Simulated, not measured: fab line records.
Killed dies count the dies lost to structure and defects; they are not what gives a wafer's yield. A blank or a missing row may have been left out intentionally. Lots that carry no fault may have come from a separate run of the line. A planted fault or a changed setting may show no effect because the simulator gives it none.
fab line records :: flow sfq_line :: part 2 of 2: steps 28 to 38 of 38
[record]
  lots = 5
  wafers = 15
  last_day = 87
route steps=325 shown I6@269 M7@281 I7@296
lots that met no fault: from a run of the same line without faults
start_h: hours from the record's first day to the start of the lot's first wafer shown :: wait_h: time in hours since the lot's previous step :: " unchanged from the row above :: L1.1+2: several wafers, shown together as one row :: - no value, or no start given :: * or withheld: withheld :: < > ~ a bound
route shown NAME@n: names a module that has steps shown in the file, with the first one's number in the route :: usual: average and standard deviation across the fault-free wafers :: same: alike in all rows :: chamber/n: place in a boat :: sites: each site's reading :: _std_site: how widely they spread, as a standard deviation :: _edge_site: outer sites' mean less inner sites' :: radius_mm: how far each site lies from the wafer's centre :: mask NAME#n: copy n :: behind: tool/chamber where the wafer was last shaped :: hold: reason for holding the lot/hours on hold/outcome of the hold :: device: the n, p or np transistor that did not switch :: end of line: at the end of the route, the tests of the same wafers :: step lacking rows: just its recipe :: killed: count of dies lost to structure and defects at first sort (not the wafer's yield) :: map: dies across one wafer; x = killed, . = not, _ = none there
set.NAME: the setting that was run; set.NAME@STEP: the one run at that earlier step :: model.NAME: the simulator's own value behind a step, which no gauge read
lots seen at some steps along the route; tables by step, rows by wafer
services: from which hour (start_h, from the record's first day; less than 0 if before it) a tool's chamber was out of use, for how many hours, and why
[[steps]]
[step SFQ_TRILAYER_I7_CMP_CMP_184]
[recipe]
  material = SiO2
  down_force_psi = 3
  platen_rpm = 60
  pad_velocity_m_s = 0.94248
[usual]
  edge_zone_pressure_frac = 1.000/0.0047
  motor_current_A = 9.9/1.5
  time_to_endpoint_s = 218/6.4
lot.wafer: L087.2
tool: cmp-01
chamber: 0
start_h: 1939.42
wait_h: 0.5
edge_zone_pressure_frac: 1.003
motor_current_A: 8.7
time_to_endpoint_s: 211

lot.wafer: L087.1
tool: cmp-01
chamber: 2
start_h: 1940.42
wait_h: 1.5
edge_zone_pressure_frac: 0.987
motor_current_A: 8.1
time_to_endpoint_s: 210

lot.wafer: L087.5
tool: cmp-01
chamber: 3
start_h: 1940.42
wait_h: 1.5
edge_zone_pressure_frac: 1.003
motor_current_A: 13.0
time_to_endpoint_s: 232

lot.wafer: L088.2
tool: cmp-02
chamber: 2
start_h: 1943.54
wait_h: 1.1
edge_zone_pressure_frac: 1.003
motor_current_A: 9.0
time_to_endpoint_s: 226

lot.wafer: L088.4
tool: cmp-02
chamber: 3
start_h: 1943.54
wait_h: 1.1
edge_zone_pressure_frac: 0.999
motor_current_A: 9.5
time_to_endpoint_s: 227

lot.wafer: L088.3
tool: cmp-02
chamber: 1
start_h: 1945.04
wait_h: 2.6
edge_zone_pressure_frac: 0.999
motor_current_A: 11.6
time_to_endpoint_s: 221

lot.wafer: L091.2
tool: cmp-02
chamber: 0
start_h: 1964.54
wait_h: 6.0
edge_zone_pressure_frac: 1.000
motor_current_A: 10.4
time_to_endpoint_s: 210

lot.wafer: L091.6
tool: cmp-02
chamber: 0
start_h: 1966.54
wait_h: 8.0
edge_zone_pressure_frac: 0.999
motor_current_A: 10.3
time_to_endpoint_s: 213

lot.wafer: L091.5
tool: cmp-02
chamber: 1
start_h: 1966.54
wait_h: 8.0
edge_zone_pressure_frac: 0.992
motor_current_A: 12.2
time_to_endpoint_s: 221

lot.wafer: L095.2
tool: cmp-01
chamber: 0
start_h: 1992.92
wait_h: 10.7
edge_zone_pressure_frac: 1.000
motor_current_A: 8.7
time_to_endpoint_s: 209

lot.wafer: L095.4
tool: cmp-01
chamber: 1
start_h: 1992.92
wait_h: 10.7
edge_zone_pressure_frac: 1.012
motor_current_A: 9.4
time_to_endpoint_s: 221

lot.wafer: L095.6
tool: cmp-01
chamber: 1
start_h: 1995.42
wait_h: 13.1
edge_zone_pressure_frac: 1.002
motor_current_A: 10.2
time_to_endpoint_s: 218

lot.wafer: L097.3
tool: cmp-02
chamber: 2
start_h: 2001.11
wait_h: 10.6
edge_zone_pressure_frac: 0.999
motor_current_A: 8.9
time_to_endpoint_s: 219

lot.wafer: L097.4
tool: cmp-02
chamber: 3
start_h: 2001.11
wait_h: 10.6
edge_zone_pressure_frac: 1.001
motor_current_A: 9.2
time_to_endpoint_s: 224

lot.wafer: L097.1
tool: cmp-02
chamber: 0
start_h: 2001.11
wait_h: 10.6
edge_zone_pressure_frac: 1.009
motor_current_A: 9.6
time_to_endpoint_s: 219
[step SFQ_I7_BOW_MEAS_946]
[recipe]
  mode = bow
[usual]
  I7_BOW = 3/12
lot.wafer: L087.1
tool: film_metro-04
chamber: -
start_h: 1941.92
wait_h: 1.0
I7_BOW[um]: 0

lot.wafer: L087.2
tool: film_metro-04
chamber: -
start_h: 1941.92
wait_h: 1.0
I7_BOW[um]: -23

lot.wafer: L087.5
tool: film_metro-04
chamber: -
start_h: 1941.92
wait_h: 1.0
I7_BOW[um]: -4

lot.wafer: L088.2
tool: film_metro-03
chamber: -
start_h: 1946.56
wait_h: 2.5
I7_BOW[um]: -2

lot.wafer: L088.3
tool: film_metro-03
chamber: -
start_h: 1946.56
wait_h: 2.5
I7_BOW[um]: -8

lot.wafer: L088.4
tool: film_metro-03
chamber: -
start_h: 1946.56
wait_h: 2.5
I7_BOW[um]: -9

lot.wafer: L091.2
tool: film_metro-03
chamber: -
start_h: 1967.56
wait_h: 2.5
I7_BOW[um]: 9

lot.wafer: L091.5
tool: film_metro-03
chamber: -
start_h: 1967.56
wait_h: 2.5
I7_BOW[um]: 7

lot.wafer: L091.6
tool: film_metro-03
chamber: -
start_h: 1967.56
wait_h: 2.5
I7_BOW[um]: 8

lot.wafer: L095.2
tool: film_metro-02
chamber: -
start_h: 1995.94
wait_h: 2.5
I7_BOW[um]: 1

lot.wafer: L095.4
tool: film_metro-02
chamber: -
start_h: 1995.94
wait_h: 2.5
I7_BOW[um]: 3

lot.wafer: L095.6
tool: film_metro-02
chamber: -
start_h: 1995.94
wait_h: 2.5
I7_BOW[um]: -8

lot.wafer: L097.1
tool: film_metro-02
chamber: -
start_h: 2004.11
wait_h: 1.5
I7_BOW[um]: -6

lot.wafer: L097.3
tool: film_metro-02
chamber: -
start_h: 2004.11
wait_h: 1.5
I7_BOW[um]: 1

lot.wafer: L097.4
tool: film_metro-02
chamber: -
start_h: 2004.11
wait_h: 1.5
I7_BOW[um]: 3
[step SFQ_TRILAYER_I7_METRO_MEASURE_185]
[usual]
  thk_nm = 200.8/1
lot.wafer: L087.1
tool: film_metro-04
chamber: -
start_h: 1942.04
wait_h: 0.1
thk_nm: 200.5

lot.wafer: L087.2
tool: film_metro-04
chamber: -
start_h: 1942.04
wait_h: 0.1
thk_nm: 201.0

lot.wafer: L087.5
tool: film_metro-04
chamber: -
start_h: 1942.04
wait_h: 0.1
thk_nm: 201.4

lot.wafer: L088.2
tool: film_metro-03
chamber: -
start_h: 1946.86
wait_h: 0.3
thk_nm: 200.7

lot.wafer: L088.3
tool: film_metro-03
chamber: -
start_h: 1946.86
wait_h: 0.3
thk_nm: 200.7

lot.wafer: L088.4
tool: film_metro-03
chamber: -
start_h: 1946.86
wait_h: 0.3
thk_nm: 200.1

lot.wafer: L091.2
tool: film_metro-03
chamber: -
start_h: 1967.86
wait_h: 0.3
thk_nm: 199.7

lot.wafer: L091.5
tool: film_metro-03
chamber: -
start_h: 1967.86
wait_h: 0.3
thk_nm: 200.4

lot.wafer: L091.6
tool: film_metro-03
chamber: -
start_h: 1967.86
wait_h: 0.3
thk_nm: 201.3

lot.wafer: L095.2
tool: film_metro-02
chamber: -
start_h: 1996.24
wait_h: 0.3
thk_nm: 200.6

lot.wafer: L095.4
tool: film_metro-02
chamber: -
start_h: 1996.24
wait_h: 0.3
thk_nm: 198.6

lot.wafer: L095.6
tool: film_metro-02
chamber: -
start_h: 1996.24
wait_h: 0.3
thk_nm: 200.3

lot.wafer: L097.1
tool: film_metro-02
chamber: -
start_h: 2004.23
wait_h: 0.1
thk_nm: 201.6

lot.wafer: L097.3
tool: film_metro-02
chamber: -
start_h: 2004.23
wait_h: 0.1
thk_nm: 201.4

lot.wafer: L097.4
tool: film_metro-02
chamber: -
start_h: 2004.23
wait_h: 0.1
thk_nm: 200.3
[step SFQ_TRILAYER_I7_VIA_LITHO_COAT_192]
[recipe]
  resist = BARC
  spin_rpm = 3000
  resist_thk_nm = 62
lot.wafer: L087.1+2+5
tool: litho_track-03
chamber: 0
start_h: 1943.24
wait_h: 1.0

lot.wafer: L088.2+3+4
tool: litho_track-04
chamber: 0
start_h: 1947.91
wait_h: 0.8

lot.wafer: L091.2+5+6
tool: litho_track-03
chamber: 0
start_h: 1968.91
wait_h: 0.8

lot.wafer: L095.2+4+6
tool: litho_track-02
chamber: 0
start_h: 1997.29
wait_h: 0.8

lot.wafer: L097.1+3+4
tool: litho_track-03
chamber: 0
start_h: 2005.43
wait_h: 1.0
[step SFQ_TRILAYER_I7_VIA_LITHO_COAT_187]
[recipe]
  resist = KrF
  spin_rpm = 3000
  resist_thk_nm = 650
lot.wafer: L087.1+2+5
tool: litho_track-03
chamber: 0
start_h: 1943.54
wait_h: 0.2

lot.wafer: L088.2+3+4
tool: litho_track-04
chamber: 0
start_h: 1948.21
wait_h: 0.2

lot.wafer: L091.2+5+6
tool: litho_track-03
chamber: 0
start_h: 1969.21
wait_h: 0.2

lot.wafer: L095.2+4+6
tool: litho_track-02
chamber: 0
start_h: 1997.59
wait_h: 0.2

lot.wafer: L097.1+3+4
tool: litho_track-03
chamber: 0
start_h: 2005.73
wait_h: 0.2
[step SFQ_TRILAYER_I7_VIA_LITHO_SOFTBAKE_191]
[recipe]
  temp_c = withheld
  time_s = withheld
  resist = KrF
lot.wafer: L087.1+2+5
tool: litho_track-03
chamber: 0
start_h: 1943.84
wait_h: 0.2

lot.wafer: L088.2+3+4
tool: litho_track-04
chamber: 0
start_h: 1948.48
wait_h: 0.2

lot.wafer: L091.2+5+6
tool: litho_track-03
chamber: 0
start_h: 1969.48
wait_h: 0.2

lot.wafer: L095.2+4+6
tool: litho_track-02
chamber: 0
start_h: 1997.87
wait_h: 0.2

lot.wafer: L097.1+3+4
tool: litho_track-03
chamber: 0
start_h: 2006.03
wait_h: 0.2
[step SFQ_TRILAYER_I7_VIA_LITHO_EXPOSE_188]
[recipe]
  mask_id = I7
  na = 0.6
  source_shape = conventional
  sigma_outer = 0.65
  target_cd_nm = 1000
  dose_mj = 21.3
[usual]
  reticle_temp_C = 23.01/0.11
lot.wafer: L087.1
tool: krf_scanner-01
chamber: 0
start_h: 2022.85
wait_h: -
mask: I7#0
reticle_temp_C: 22.93

lot.wafer: L087.2
tool: krf_scanner-01
chamber: 0
start_h: 2022.85
wait_h: -
mask: I7#0
reticle_temp_C: 23.00

lot.wafer: L087.5
tool: krf_scanner-01
chamber: 0
start_h: 2022.85
wait_h: -
mask: I7#0
reticle_temp_C: 23.07

lot.wafer: L088.2
tool: krf_scanner-01
chamber: 0
start_h: 2027.85
wait_h: -
mask: I7#0
reticle_temp_C: 23.01

lot.wafer: L088.3
tool: krf_scanner-01
chamber: 0
start_h: 2027.85
wait_h: -
mask: I7#0
reticle_temp_C: 23.15

lot.wafer: L088.4
tool: krf_scanner-01
chamber: 0
start_h: 2027.85
wait_h: -
mask: I7#0
reticle_temp_C: 23.09

lot.wafer: L091.2
tool: krf_scanner-02
chamber: 0
start_h: 2043.37
wait_h: -
mask: I7#0
reticle_temp_C: 23.10

lot.wafer: L091.5
tool: krf_scanner-02
chamber: 0
start_h: 2043.37
wait_h: -
mask: I7#0
reticle_temp_C: 23.02

lot.wafer: L091.6
tool: krf_scanner-02
chamber: 0
start_h: 2043.37
wait_h: -
mask: I7#0
reticle_temp_C: 22.92

lot.wafer: L095.2
tool: krf_scanner-01
chamber: 0
start_h: 2068.62
wait_h: -
mask: I7#0
reticle_temp_C: 22.88

lot.wafer: L095.4
tool: krf_scanner-01
chamber: 0
start_h: 2068.62
wait_h: -
mask: I7#0
reticle_temp_C: 22.88

lot.wafer: L095.6
tool: krf_scanner-01
chamber: 0
start_h: 2068.62
wait_h: -
mask: I7#0
reticle_temp_C: 23.07

lot.wafer: L097.1
tool: krf_scanner-01
chamber: 0
start_h: 2079.22
wait_h: -
mask: I7#0
reticle_temp_C: 22.94

lot.wafer: L097.3
tool: krf_scanner-01
chamber: 0
start_h: 2079.22
wait_h: -
mask: I7#0
reticle_temp_C: 22.86

lot.wafer: L097.4
tool: krf_scanner-01
chamber: 0
start_h: 2079.22
wait_h: -
mask: I7#0
reticle_temp_C: 22.92
[step SFQ_TRILAYER_I7_VIA_LITHO_PEB_190]
[recipe]
  peb_temp_c = 115
  peb_time_s = 60
  resist = KrF
lot.wafer: L087.1+2+5
tool: litho_track-03
chamber: 0
start_h: 2024.05
wait_h: 1.0

lot.wafer: L088.2+3+4
tool: litho_track-04
chamber: 0
start_h: 2028.87
wait_h: 0.8

lot.wafer: L091.2+5+6
tool: litho_track-04
chamber: 0
start_h: 2044.40
wait_h: 0.8

lot.wafer: L095.2+4+6
tool: litho_track-02
chamber: 0
start_h: 2069.65
wait_h: 0.8

lot.wafer: L097.1+3+4
tool: litho_track-03
chamber: 0
start_h: 2080.42
wait_h: 1.0
[step SFQ_TRILAYER_I7_VIA_LITHO_DEVELOP_189]
[recipe]
  time_s = 60
  resist = KrF
[same]
  time_s = 60
lot.wafer: L087.1+2+5
tool: litho_track-03
chamber: 0
start_h: 2024.20
wait_h: 0.1

lot.wafer: L088.2+3+4
tool: litho_track-04
chamber: 0
start_h: 2029.02
wait_h: 0.1

lot.wafer: L091.2+5+6
tool: litho_track-04
chamber: 0
start_h: 2044.55
wait_h: 0.1

lot.wafer: L095.2+4+6
tool: litho_track-02
chamber: 0
start_h: 2069.80
wait_h: 0.1

lot.wafer: L097.1+3+4
tool: litho_track-03
chamber: 0
start_h: 2080.57
wait_h: 0.1
[step SFQ_I7_OVL_MEAS_947]
[usual]
  I7_OVL = 1/6.5
lot.wafer: L087.1
tool: overlay-01
chamber: -
start_h: 2024.35
wait_h: 0.1
I7_OVL[nm]: 3

lot.wafer: L087.2
tool: overlay-01
chamber: -
start_h: 2024.35
wait_h: 0.1
I7_OVL[nm]: 6

lot.wafer: L087.5
tool: overlay-01
chamber: -
start_h: 2024.35
wait_h: 0.1
I7_OVL[nm]: -1

lot.wafer: L088.2
tool: overlay-01
chamber: -
start_h: 2029.16
wait_h: 0.1
I7_OVL[nm]: 2

lot.wafer: L088.3
tool: overlay-01
chamber: -
start_h: 2029.16
wait_h: 0.1
I7_OVL[nm]: 4

lot.wafer: L088.4
tool: overlay-01
chamber: -
start_h: 2029.16
wait_h: 0.1
I7_OVL[nm]: 5

lot.wafer: L091.2
tool: overlay-01
chamber: -
start_h: 2044.68
wait_h: 0.1
I7_OVL[nm]: -1

lot.wafer: L091.5
tool: overlay-01
chamber: -
start_h: 2044.68
wait_h: 0.1
I7_OVL[nm]: 1

lot.wafer: L091.6
tool: overlay-01
chamber: -
start_h: 2044.68
wait_h: 0.1
I7_OVL[nm]: 1

lot.wafer: L095.2
tool: overlay-01
chamber: -
start_h: 2069.93
wait_h: 0.1
I7_OVL[nm]: -4

lot.wafer: L095.4
tool: overlay-01
chamber: -
start_h: 2069.93
wait_h: 0.1
I7_OVL[nm]: -3

lot.wafer: L095.6
tool: overlay-01
chamber: -
start_h: 2069.93
wait_h: 0.1
I7_OVL[nm]: -5

lot.wafer: L097.1
tool: overlay-02
chamber: -
start_h: 2080.72
wait_h: 0.1
I7_OVL[nm]: -12

lot.wafer: L097.3
tool: overlay-02
chamber: -
start_h: 2080.72
wait_h: 0.1
I7_OVL[nm]: -10

lot.wafer: L097.4
tool: overlay-02
chamber: -
start_h: 2080.72
wait_h: 0.1
I7_OVL[nm]: -3
[step SFQ_TRILAYER_I7_VIA_BARC_OPEN_VIA_ETCH_260]
[recipe]
  mask_material = PR
  chemistry = O2
  target_depth_nm = 125
  target = BARC
  source_w = 500
  bias_w = 80
  pressure_mtorr = 30
  time_s = 41.7
[usual]
  bias_w = 80.05/0.24
  drypump_motor_current_A = 5.6/0.3
  oes_product_au = 0.686/0.0045
[same]
  time_s = 41.7
lot.wafer: L087.1
tool: rie_diel-01
chamber: 1
start_h: 2024.39
wait_h: 0.0
bias_w: 80.00
drypump_motor_current_A: 5.8
oes_product_au: 0.679
rf_hours_counter_h: 11

lot.wafer: L087.2
tool: rie_diel-01
chamber: 0
start_h: 2024.39
wait_h: 0.0
bias_w: 80.02
drypump_motor_current_A: 5.8
oes_product_au: 0.693
rf_hours_counter_h: 19

lot.wafer: L087.5
tool: rie_diel-01
chamber: 3
start_h: 2024.39
wait_h: 0.0
bias_w: 80.01
drypump_motor_current_A: 5.2
oes_product_au: 0.683
rf_hours_counter_h: -

lot.wafer: L088.2
tool: rie_diel-04
chamber: 1
start_h: 2029.19
wait_h: 0.0
bias_w: 80.08
drypump_motor_current_A: 6.0
oes_product_au: 0.680
rf_hours_counter_h: 7

lot.wafer: L088.3
tool: rie_diel-04
chamber: 2
start_h: 2029.19
wait_h: 0.0
bias_w: 79.86
drypump_motor_current_A: 5.6
oes_product_au: 0.681
rf_hours_counter_h: 2

lot.wafer: L088.4
tool: rie_diel-04
chamber: 3
start_h: 2029.19
wait_h: 0.0
bias_w: 80.02
drypump_motor_current_A: 5.4
oes_product_au: 0.684
rf_hours_counter_h: 6

lot.wafer: L091.2
tool: rie_diel-04
chamber: 2
start_h: 2044.71
wait_h: 0.0
bias_w: 80.36
drypump_motor_current_A: 5.6
oes_product_au: 0.683
rf_hours_counter_h: 2

lot.wafer: L091.5
tool: rie_diel-04
chamber: 3
start_h: 2044.71
wait_h: 0.0
bias_w: 80.04
drypump_motor_current_A: 5.4
oes_product_au: 0.681
rf_hours_counter_h: -

lot.wafer: L091.6
tool: rie_diel-04
chamber: 2
start_h: 2044.71
wait_h: 0.0
bias_w: 80.09
drypump_motor_current_A: 5.6
oes_product_au: 0.688
rf_hours_counter_h: -

lot.wafer: L095.2
tool: rie_diel-01
chamber: 0
start_h: 2069.96
wait_h: 0.0
bias_w: 79.95
drypump_motor_current_A: 5.8
oes_product_au: 0.690
rf_hours_counter_h: 20

lot.wafer: L095.4
tool: rie_diel-01
chamber: 1
start_h: 2069.96
wait_h: 0.0
bias_w: 80.26
drypump_motor_current_A: 5.8
oes_product_au: 0.679
rf_hours_counter_h: -

lot.wafer: L095.6
tool: rie_diel-01
chamber: 0
start_h: 2069.96
wait_h: 0.0
bias_w: 79.83
drypump_motor_current_A: 5.8
oes_product_au: 0.690
rf_hours_counter_h: -

lot.wafer: L097.1
tool: rie_diel-01
chamber: 1
start_h: 2080.76
wait_h: 0.0
bias_w: 79.99
drypump_motor_current_A: 5.9
oes_product_au: 0.682
rf_hours_counter_h: 12

lot.wafer: L097.3
tool: rie_diel-01
chamber: 2
start_h: 2080.76
wait_h: 0.0
bias_w: 80.16
drypump_motor_current_A: 6.0
oes_product_au: 0.685
rf_hours_counter_h: 10

lot.wafer: L097.4
tool: rie_diel-01
chamber: 3
start_h: 2080.76
wait_h: 0.0
bias_w: 80.34
drypump_motor_current_A: 5.2
oes_product_au: 0.683
rf_hours_counter_h: -
[[services]]
tool: rie_diel-03
chamber: -
start_h: 1911.03
hours: 2.8
kind: pm

tool: rie_diel-01
chamber: -
start_h: 1912.22
hours: 0.2
kind: repair

tool: rie_diel-01
chamber: 1
start_h: 1919.80
hours: 9.3
kind: repair

tool: rie_diel-01
chamber: 3
start_h: 1927.79
hours: 6.2
kind: repair

tool: rie_diel-02
chamber: 1
start_h: 1928.21
hours: 2.7
kind: repair

tool: pecvd-02
chamber: -
start_h: 1930.50
hours: 2.8
kind: pm

tool: film_metro-02
chamber: -
start_h: 1941.87
hours: 0.8
kind: pm

tool: krf_scanner-01
chamber: -
start_h: 1946.37
hours: 0.8
kind: pm

tool: rie_diel-03
chamber: 0
start_h: 1963.81
hours: 6.0
kind: repair

tool: pvd_sputter-04
chamber: -
start_h: 1975.02
hours: 0.6
kind: repair

tool: rie_diel-02
chamber: -
start_h: 1976.88
hours: 0.2
kind: repair

tool: rie_diel-03
chamber: 3
start_h: 1998.12
hours: 1.8
kind: repair

tool: krf_scanner-01
chamber: -
start_h: 2002.35
hours: 1.3
kind: pm

tool: rie_diel-03
chamber: 1
start_h: 2006.97
hours: 13.5
kind: repair

tool: krf_scanner-02
chamber: -
start_h: 2008.01
hours: 1.0
kind: pm

tool: rie_diel-04
chamber: 1
start_h: 2008.34
hours: 16.7
kind: repair

tool: rie_diel-04
chamber: -
start_h: 2013.14
hours: 1.5
kind: repair

tool: krf_scanner-01
chamber: -
start_h: 2038.25
hours: 2.2
kind: repair

tool: krf_scanner-02
chamber: -
start_h: 2045.57
hours: 0.8
kind: pm

tool: krf_scanner-01
chamber: -
start_h: 2054.10
hours: 1.0
kind: pm

tool: krf_scanner-02
chamber: -
start_h: 2054.91
hours: 0.5
kind: repair

tool: rie_diel-04
chamber: 1
start_h: 2058.55
hours: 6.9
kind: repair

tool: rie_diel-04
chamber: 2
start_h: 2074.15
hours: 9.2
kind: repair

tool: krf_scanner-02
chamber: -
start_h: 2078.10
hours: 1.3
kind: pm
